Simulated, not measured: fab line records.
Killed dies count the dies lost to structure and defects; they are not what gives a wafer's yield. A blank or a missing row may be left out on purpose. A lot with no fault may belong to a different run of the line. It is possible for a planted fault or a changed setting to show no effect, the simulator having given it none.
fab line records -- flow sky130
[record] lots = 5, wafers = 15, last-day = 50
route steps=708 shown LDD_HVN@270 LDD_HVP@278 LDD_LDN@289
lots that met no fault: from a run of the same line without faults
start-h: the number of hours between the record's first day and the start of the first shown wafer of the lot -- wait-h: how many hours have passed since the lot's step before this one -- " as in the row above -- L1.1+2: one row covering several wafers at once -- - no value present, or no start provided -- * or withheld: withheld -- < > ~ a bound
route shown NAME@n: names a module that has steps shown in the file, with the first one's number in the route -- usual: the fault-free wafers' mean and standard deviation -- same: alike in all rows -- chamber/n: place in a boat -- sites: per-site readings -- _std_site: the standard deviation of these -- _edge_site: the outer-site mean with the inner-site mean subtracted -- radius-mm: for every site, how far away it sits from the centre of the wafer -- mask NAME#n: copy n -- behind: the last tool/chamber to shape the wafer -- hold: why the lot went on hold/how many hours it stayed there/how the hold came to an end -- device: the transistor (n, p or np) that didn't switch -- end of line: the route-end tests of the same wafers -- a step without rows: its recipe alone -- killed: dies lost to structure and defects at the first sort, not the wafer's yield -- map: a wafer's dies, x killed, . not, _ none there
set.NAME: the setting the step ran with; set.NAME@STEP: the setting that earlier step ran with -- model.NAME: the simulator's own value behind a step, which no gauge read
lots seen at some steps along the route; tables by step, rows by wafer
services: when a tool's chamber went out of use (start-h, in hours from the record's first day, below 0 if earlier), for how many hours, and the reason
[[steps]]
[step SKY_LDD_HVN_SOFTBAKE_03]
[recipe] temp-c = 90, time-s = 60, resist = NOVOLAK
lot.wafer,tool,chamber,start-h,wait-h
L080.1+4+5,litho-track-03,0,501.31,0.1
L089.2+3+5,litho-track-04,0,585.80,0.1
L091.2+5+6,litho-track-01,0,602.56,0.1
L094.2+4+5,litho-track-04,0,622.25,0.1
L095.2+3+6,litho-track-01,0,629.46,0.1
[step SKY_LDD_HVN_EXPOSE_04]
[recipe] mask-id = HVNTM, na = 0.6, source-shape = conventional, sigma-outer = 0.6, polarization = unpolarized, target-cd-nm = 700, dose-mj = 127
lot.wafer,tool,chamber,start-h,wait-h,mask
L080.1+4+5,iline-stepper-02,0,-,-,HVNTM#0
L089.2+3+5,iline-stepper-02,0,-,-,HVNTM#0
L091.2+5+6,iline-stepper-01,0,-,-,HVNTM#0
L094.2+4+5,iline-stepper-01,0,-,-,HVNTM#0
L095.2+3+6,iline-stepper-02,0,-,-,HVNTM#0
[step SKY_LDD_HVN_PEB_05]
[recipe] temp-c = withheld, time-s = *, resist = NOVOLAK
lot.wafer,tool,chamber,start-h,wait-h
L080.1+4+5,litho-track-03,0,-,-
L089.2+3+5,litho-track-03,0,-,-
L091.2+5+6,litho-track-03,0,-,-
L094.2+4+5,litho-track-04,0,-,-
L095.2+3+6,litho-track-01,0,-,-
[step SKY_LDD_HVN_DEVELOP_06]
[recipe] resist = NOVOLAK, developer = TMAH, develop-time-s = 60, dev-temp-c = 23
lot.wafer,tool,chamber,start-h,wait-h
L080.1+4+5,litho-track-03,0,516.56,0.1
L089.2+3+5,litho-track-03,0,600.73,0.1
L091.2+5+6,litho-track-03,0,616.48,0.1
L094.2+4+5,litho-track-04,0,636.40,0.1
L095.2+3+6,litho-track-01,0,643.26,0.1
[step SKY_LDD_HVN_OVL_MEAS_07]
[usual] LDD_HVN_OVL = 1.5/1.4
lot.wafer,tool,chamber,start-h,wait-h,LDD_HVN_OVL[nm]
L080.1,overlay-02,-,516.71,0.1,-0.2
L080.4,overlay-02,-,516.71,0.1,0.4
L080.5,overlay-02,-,516.71,0.1,0.1
L089.2,overlay-02,-,600.86,0.1,2.1
L089.3,overlay-02,-,600.86,0.1,2.9
L089.5,overlay-02,-,600.86,0.1,1.2
L091.2,overlay-01,-,616.61,0.1,3.5
L091.5,overlay-01,-,616.61,0.1,3.2
L091.6,overlay-01,-,616.61,0.1,2.7
L094.2,overlay-02,-,636.53,0.1,3.8
L094.4,overlay-02,-,636.53,0.1,1.4
L094.5,overlay-02,-,636.53,0.1,3.1
L095.2,overlay-01,-,643.39,0.1,0.5
L095.3,overlay-01,-,643.39,0.1,0.5
L095.6,overlay-01,-,643.39,0.1,0.2
[step SKY_LDD_HVN_IMPLANT_08]
[recipe] species = P, energy-kev = 60, dose-cm2 = 3e+13, tilt-deg = 40
[usual] faraday-current-uA = 170/3.4
lot.wafer,tool,chamber,start-h,wait-h,faraday-current-uA
L080.1,implanter-01,0,516.74,0.0,168
L080.4,implanter-01,0,516.74,0.0,171
L080.5,implanter-01,0,516.74,0.0,165
L089.2,implanter-01,0,600.92,0.0,166
L089.3,implanter-01,0,600.92,0.0,179
L089.5,implanter-01,0,600.92,0.0,168
L091.2,implanter-01,0,616.67,0.0,168
L091.5,implanter-01,0,616.67,0.0,179
L091.6,implanter-01,0,616.67,0.0,162
L094.2,implanter-03,0,636.58,0.0,167
L094.4,implanter-03,0,636.58,0.0,168
L094.5,implanter-03,0,636.58,0.0,176
L095.2,implanter-03,0,643.44,0.0,177
L095.3,implanter-03,0,643.44,0.0,174
L095.6,implanter-03,0,643.44,0.0,169
[step SKY_LDD_HVN_STRIP_09]
[recipe] chemistry = O2/N2, power-w = 1400, pressure-mtorr = 1500, platen-temp-c = withheld, o2-flow-sccm = 3000, n2-flow-sccm = 300, overash-fraction = 0.5
[usual] drypump-motor-current-A = 5.5/0.35, oes-product-au = 0.409/0.0045, strip-time-to-endpoint-s = 4.134/0.015
lot.wafer,tool,chamber,start-h,wait-h,drypump-motor-current-A,oes-product-au,rf-hours-counter-h,strip-time-to-endpoint-s
L080.1,plasma-asher-04,0,516.89,0.1,5.5,0.407,70,4.117
L080.4,plasma-asher-04,1,516.89,0.1,4.9,0.414,-,4.139
L080.5,plasma-asher-04,0,516.89,0.1,5.5,0.409,-,4.141
L089.2,plasma-asher-01,1,601.04,0.1,5.8,0.408,48,4.134
L089.3,plasma-asher-01,1,601.04,0.1,5.9,0.407,-,4.129
L089.5,plasma-asher-01,1,601.04,0.1,5.9,0.414,-,4.138
L091.2,plasma-asher-01,0,616.79,0.1,6.1,0.410,49,4.133
L091.5,plasma-asher-01,0,616.79,0.1,6.0,0.413,-,4.132
L091.6,plasma-asher-01,1,616.79,0.1,5.9,0.410,-,4.136
L094.2,plasma-asher-04,0,636.71,0.1,5.4,0.405,82,4.114
L094.4,plasma-asher-04,0,636.71,0.1,5.4,0.411,-,4.104
L094.5,plasma-asher-04,0,636.71,0.1,5.4,0.411,-,4.130
L095.2,plasma-asher-03,0,643.57,0.1,5.4,0.404,20,4.121
L095.3,plasma-asher-03,0,643.57,0.1,5.4,0.417,-,4.132
L095.6,plasma-asher-03,0,643.57,0.1,5.4,0.410,-,4.137
[step SKY_LDD_HVN_TW_MEAS_10]
[usual] LDD_HVN_TW = 1432/6.2
lot.wafer,tool,chamber,start-h,wait-h,LDD_HVN_TW
L080.1,film-metro-04,-,516.99,0.1,1429
L080.4,film-metro-04,-,516.99,0.1,1431
L080.5,film-metro-04,-,516.99,0.1,1426
L089.2,film-metro-01,-,601.15,0.1,1421
L089.3,film-metro-01,-,601.15,0.1,1423
L089.5,film-metro-01,-,601.15,0.1,1422
L091.2,film-metro-03,-,616.90,0.1,1432
L091.5,film-metro-03,-,616.90,0.1,1432
L091.6,film-metro-03,-,616.90,0.1,1427
L094.2,film-metro-04,-,636.83,0.1,1432
L094.4,film-metro-04,-,636.83,0.1,1431
L094.5,film-metro-04,-,636.83,0.1,1427
L095.2,film-metro-04,-,643.68,0.1,1431
L095.3,film-metro-04,-,643.68,0.1,1430
L095.6,film-metro-04,-,643.68,0.1,1434
[step SKY_LDD_HVP_DEHYDRATE_00]
[recipe] temp-c = 200, time-s = 60
lot.wafer,tool,chamber,start-h,wait-h
L080.1+4+5,litho-track-03,0,531.96,15.0
L089.2+3+5,litho-track-03,0,615.13,14.0
L091.2+5+6,litho-track-01,0,630.56,13.6
L094.2+4+5,litho-track-02,0,650.76,13.9
L095.2+3+6,litho-track-01,0,657.81,14.1
[step SKY_LDD_HVP_HMDS_01]
[recipe] prime-time-s = 60, prime-temp-c = 120
[usual] prime-temp-c = 120.01/0.12
lot.wafer,tool,chamber,start-h,wait-h,prime-temp-c
L080.1,litho-track-03,0,532.11,0.1,119.95
L080.4,litho-track-03,0,532.11,0.1,120.05
L080.5,litho-track-03,0,532.11,0.1,120.01
L089.2,litho-track-03,0,615.28,0.1,119.93
L089.3,litho-track-03,0,615.28,0.1,119.91
L089.5,litho-track-03,0,615.28,0.1,120.03
L091.2,litho-track-01,0,630.71,0.1,119.93
L091.5,litho-track-01,0,630.71,0.1,120.04
L091.6,litho-track-01,0,630.71,0.1,120.09
L094.2,litho-track-02,0,650.91,0.1,120.09
L094.4,litho-track-02,0,650.91,0.1,120.03
L094.5,litho-track-02,0,650.91,0.1,120.24
L095.2,litho-track-01,0,657.96,0.1,119.96
L095.3,litho-track-01,0,657.96,0.1,119.92
L095.6,litho-track-01,0,657.96,0.1,119.71
[step SKY_LDD_HVP_COAT_02]
[recipe] resist = NOVOLAK, spin-rpm = 3000, resist-thk-nm = 300
lot.wafer,tool,chamber,start-h,wait-h
L080.1+4+5,litho-track-03,0,532.26,0.1
L089.2+3+5,litho-track-03,0,615.43,0.1
L091.2+5+6,litho-track-01,0,630.86,0.1
L094.2+4+5,litho-track-02,0,651.06,0.1
L095.2+3+6,litho-track-01,0,658.11,0.1
[step SKY_LDD_HVP_SOFTBAKE_03]
[recipe] temp-c = 90, time-s = 60, resist = NOVOLAK
lot.wafer,tool,chamber,start-h,wait-h
L080.1+4+5,litho-track-03,0,532.41,0.1
L089.2+3+5,litho-track-03,0,615.58,0.1
L091.2+5+6,litho-track-01,0,631.01,0.1
L094.2+4+5,litho-track-02,0,651.21,0.1
L095.2+3+6,litho-track-01,0,658.26,0.1
[step SKY_LDD_HVP_EXPOSE_04]
[recipe] mask-id = HVPTM, na = 0.6, source-shape = conventional, sigma-outer = 0.6, polarization = unpolarized, target-cd-nm = 700, dose-mj = 86
lot.wafer,tool,chamber,start-h,wait-h,mask
L080.1+4+5,iline-stepper-01,0,-,-,HVPTM#0
L089.2+3+5,iline-stepper-02,0,-,-,HVPTM#0
L091.2+5+6,iline-stepper-02,0,-,-,HVPTM#0
L094.2+4+5,iline-stepper-01,0,-,-,HVPTM#0
L095.2+3+6,iline-stepper-02,0,-,-,HVPTM#0
[step SKY_LDD_HVP_PEB_05]
[recipe] temp-c = withheld, time-s = *, resist = NOVOLAK
lot.wafer,tool,chamber,start-h,wait-h
L080.1+4+5,litho-track-01,0,-,-
L089.2+3+5,litho-track-02,0,-,-
L091.2+5+6,litho-track-03,0,-,-
L094.2+4+5,litho-track-02,0,-,-
L095.2+3+6,litho-track-03,0,-,-
[step SKY_LDD_HVP_DEVELOP_06]
[recipe] resist = NOVOLAK, developer = TMAH, develop-time-s = 60, dev-temp-c = 23
lot.wafer,tool,chamber,start-h,wait-h
L080.1+4+5,litho-track-01,0,546.43,0.1
L089.2+3+5,litho-track-02,0,629.86,0.1
L091.2+5+6,litho-track-03,0,644.78,0.1
L094.2+4+5,litho-track-02,0,665.56,0.1
L095.2+3+6,litho-track-03,0,671.98,0.1
[step SKY_LDD_HVP_OVL_MEAS_07]
[usual] LDD_HVP_OVL = 0.5/1.2
lot.wafer,tool,chamber,start-h,wait-h,LDD_HVP_OVL[nm]
L080.1,overlay-01,-,546.58,0.1,0.3
L080.4,overlay-01,-,546.58,0.1,2.0
L080.5,overlay-01,-,546.58,0.1,2.3
L089.2,overlay-02,-,629.99,0.1,0.1
L089.3,overlay-02,-,629.99,0.1,0.3
L089.5,overlay-02,-,629.99,0.1,-0.4
L091.2,overlay-01,-,644.91,0.1,2.3
L091.5,overlay-01,-,644.91,0.1,1.8
L091.6,overlay-01,-,644.91,0.1,1.2
L094.2,overlay-01,-,665.69,0.1,0.1
L094.4,overlay-01,-,665.69,0.1,1.2
L094.5,overlay-01,-,665.69,0.1,-1.3
L095.2,overlay-02,-,672.11,0.1,-0.4
L095.3,overlay-02,-,672.11,0.1,0.3
L095.6,overlay-02,-,672.11,0.1,-1.1
[step SKY_LDD_HVP_IMPLANT_08]
[recipe] species = B, energy-kev = 20, dose-cm2 = 1.7e+13, tilt-deg = 17.9
[usual] faraday-current-uA = 95.8/2
lot.wafer,tool,chamber,start-h,wait-h,faraday-current-uA
L080.1,implanter-01,0,546.62,0.0,93.2
L080.4,implanter-01,0,546.62,0.0,96.1
L080.5,implanter-01,0,546.62,0.0,93.6
L089.2,implanter-01,0,630.05,0.0,96.5
L089.3,implanter-01,0,630.05,0.0,94.9
L089.5,implanter-01,0,630.05,0.0,95.8
L091.2,implanter-01,0,644.97,0.0,94.6
L091.5,implanter-01,0,644.97,0.0,94.1
L091.6,implanter-01,0,644.97,0.0,97.3
L094.2,implanter-01,0,665.75,0.0,92.2
L094.4,implanter-01,0,665.75,0.0,97.8
L094.5,implanter-01,0,665.75,0.0,94.1
L095.2,implanter-01,0,672.17,0.0,94.9
L095.3,implanter-01,0,672.17,0.0,97.9
L095.6,implanter-01,0,672.17,0.0,98.2
[step SKY_LDD_HVP_STRIP_09]
[recipe] chemistry = O2/N2, power-w = 1400, pressure-mtorr = 1500, platen-temp-c = withheld, o2-flow-sccm = 3000, n2-flow-sccm = 300, overash-fraction = 0.5
[usual] drypump-motor-current-A = 5.60/0.3, oes-product-au = 0.408/0.0043, strip-time-to-endpoint-s = 4.133/0.015
lot.wafer,tool,chamber,start-h,wait-h,drypump-motor-current-A,oes-product-au,rf-hours-counter-h,strip-time-to-endpoint-s
L080.1,plasma-asher-02,1,546.77,0.1,5.37,0.403,86,4.104
L080.4,plasma-asher-02,0,546.77,0.1,5.30,0.408,-,4.134
L080.5,plasma-asher-02,1,546.77,0.1,5.36,0.406,-,4.148
L089.2,plasma-asher-01,1,630.17,0.1,5.86,0.408,51,4.131
L089.3,plasma-asher-01,1,630.17,0.1,5.87,0.409,-,4.113
L089.5,plasma-asher-01,1,630.17,0.1,5.86,0.404,-,4.108
L091.2,plasma-asher-01,0,645.09,0.1,6.07,0.411,52,4.129
L091.5,plasma-asher-01,1,645.09,0.1,5.87,0.406,-,4.146
L091.6,plasma-asher-01,0,645.09,0.1,6.06,0.407,-,4.131
L094.2,plasma-asher-01,0,665.87,0.1,6.04,0.403,54,4.132
L094.4,plasma-asher-01,0,665.87,0.1,6.05,0.409,-,4.140
L094.5,plasma-asher-01,0,665.87,0.1,6.07,0.402,-,4.145
L095.2,plasma-asher-01,0,672.29,0.1,6.06,0.405,55,4.125
L095.3,plasma-asher-01,1,672.29,0.1,5.87,0.414,-,4.127
L095.6,plasma-asher-01,1,672.29,0.1,5.87,0.408,-,4.111
[step SKY_LDD_HVP_TW_MEAS_10]
[usual] LDD_HVP_TW = 452/4.1
lot.wafer,tool,chamber,start-h,wait-h,LDD_HVP_TW
L080.1,film-metro-02,-,546.87,0.1,447
L080.4,film-metro-02,-,546.87,0.1,446
L080.5,film-metro-02,-,546.87,0.1,446
L089.2,film-metro-02,-,630.28,0.1,447
L089.3,film-metro-02,-,630.28,0.1,445
L089.5,film-metro-02,-,630.28,0.1,445
L091.2,film-metro-01,-,645.20,0.1,455
L091.5,film-metro-01,-,645.20,0.1,453
L091.6,film-metro-01,-,645.20,0.1,452
L094.2,film-metro-01,-,665.98,0.1,454
L094.4,film-metro-01,-,665.98,0.1,456
L094.5,film-metro-01,-,665.98,0.1,458
L095.2,film-metro-02,-,672.40,0.1,449
L095.3,film-metro-02,-,672.40,0.1,449
L095.6,film-metro-02,-,672.40,0.1,450
[step SKY_LDD_LDN_DEHYDRATE_00]
[recipe] temp-c = 200, time-s = 60
lot.wafer,tool,chamber,start-h,wait-h
L080.1+4+5,litho-track-02,0,561.29,14.4
L089.2+3+5,litho-track-04,0,643.55,13.3
L091.2+5+6,litho-track-04,0,659.85,14.6
L094.2+4+5,litho-track-02,0,679.66,13.7
L095.2+3+6,litho-track-01,0,685.96,13.5
[step SKY_LDD_LDN_HMDS_01]
[recipe] prime-time-s = 60, prime-temp-c = 120
[usual] prime-temp-c = 119.98/0.12
lot.wafer,tool,chamber,start-h,wait-h,prime-temp-c
L080.1,litho-track-02,0,561.44,0.1,120.13
L080.4,litho-track-02,0,561.44,0.1,119.99
L080.5,litho-track-02,0,561.44,0.1,120.06
L089.2,litho-track-04,0,643.70,0.1,119.98
L089.3,litho-track-04,0,643.70,0.1,120.09
L089.5,litho-track-04,0,643.70,0.1,119.95
L091.2,litho-track-04,0,660.00,0.1,119.85
L091.5,litho-track-04,0,660.00,0.1,120.04
L091.6,litho-track-04,0,660.00,0.1,119.70
L094.2,litho-track-02,0,679.81,0.1,119.99
L094.4,litho-track-02,0,679.81,0.1,120.07
L094.5,litho-track-02,0,679.81,0.1,119.97
L095.2,litho-track-01,0,686.11,0.1,120.11
L095.3,litho-track-01,0,686.11,0.1,120.26
L095.6,litho-track-01,0,686.11,0.1,120.13
[step SKY_LDD_LDN_COAT_02]
[recipe] resist = NOVOLAK, spin-rpm = 3000, resist-thk-nm = 1140
lot.wafer,tool,chamber,start-h,wait-h
L080.1+4+5,litho-track-02,0,561.59,0.1
L089.2+3+5,litho-track-04,0,643.85,0.1
L091.2+5+6,litho-track-04,0,660.15,0.1
L094.2+4+5,litho-track-02,0,679.96,0.1
L095.2+3+6,litho-track-01,0,686.26,0.1
[step SKY_LDD_LDN_SOFTBAKE_03]
[recipe] temp-c = 90, time-s = 60, resist = NOVOLAK
lot.wafer,tool,chamber,start-h,wait-h
L080.1+4+5,litho-track-02,0,561.74,0.1
L089.2+3+5,litho-track-04,0,644.00,0.1
L091.2+5+6,litho-track-04,0,660.30,0.1
L094.2+4+5,litho-track-02,0,680.11,0.1
L095.2+3+6,litho-track-01,0,686.41,0.1
[step SKY_LDD_LDN_EXPOSE_04]
[recipe] mask-id = LDNTM, na = 0.6, source-shape = conventional, sigma-outer = 0.6, polarization = unpolarized, target-cd-nm = 700, dose-mj = 140
lot.wafer,tool,chamber,start-h,wait-h,mask
L080.1+4+5,iline-stepper-01,0,-,-,LDNTM#0
L089.2+3+5,iline-stepper-01,0,-,-,LDNTM#0
L091.2+5+6,iline-stepper-02,0,-,-,LDNTM#0
L094.2+4+5,iline-stepper-02,0,-,-,LDNTM#0
L095.2+3+6,iline-stepper-02,0,-,-,LDNTM#0
[step SKY_LDD_LDN_PEB_05]
[recipe] temp-c = withheld, time-s = *, resist = NOVOLAK
lot.wafer,tool,chamber,start-h,wait-h
L080.1+4+5,litho-track-02,0,-,-
L089.2+3+5,litho-track-02,0,-,-
L091.2+5+6,litho-track-04,0,-,-
L094.2+4+5,litho-track-04,0,-,-
L095.2+3+6,litho-track-01,0,-,-
[step SKY_LDD_LDN_DEVELOP_06]
[recipe] resist = NOVOLAK, developer = TMAH, develop-time-s = 60, dev-temp-c = 23
lot.wafer,tool,chamber,start-h,wait-h
L080.1+4+5,litho-track-02,0,575.74,0.1
L089.2+3+5,litho-track-02,0,658.61,0.1
L091.2+5+6,litho-track-04,0,673.85,0.1
L094.2+4+5,litho-track-04,0,693.95,0.1
L095.2+3+6,litho-track-01,0,699.51,0.1
[[services]]
tool,chamber,start-h,hours,kind
iline-stepper-02,-,482.63,1.7,pm
plasma-asher-03,-,493.88,1.6,repair
implanter-03,-,494.40,3.1,repair
iline-stepper-02,-,502.53,2.1,pm
iline-stepper-02,-,504.61,-,consumable-replace:lamp
iline-stepper-01,-,604.38,2.7,repair
plasma-asher-04,-,612.72,2.8,pm
implanter-03,-,626.55,1.2,repair
implanter-01,-,627.24,1.8,repair
implanter-03,-,629.37,0.9,repair
plasma-asher-02,-,640.70,0.9,repair
iline-stepper-01,-,647.20,1.7,pm
iline-stepper-01,-,668.32,25.0,repair
plasma-asher-01,-,672.78,3.0,repair
iline-stepper-01,-,693.35,4.3,pm
[[key]]
fault none
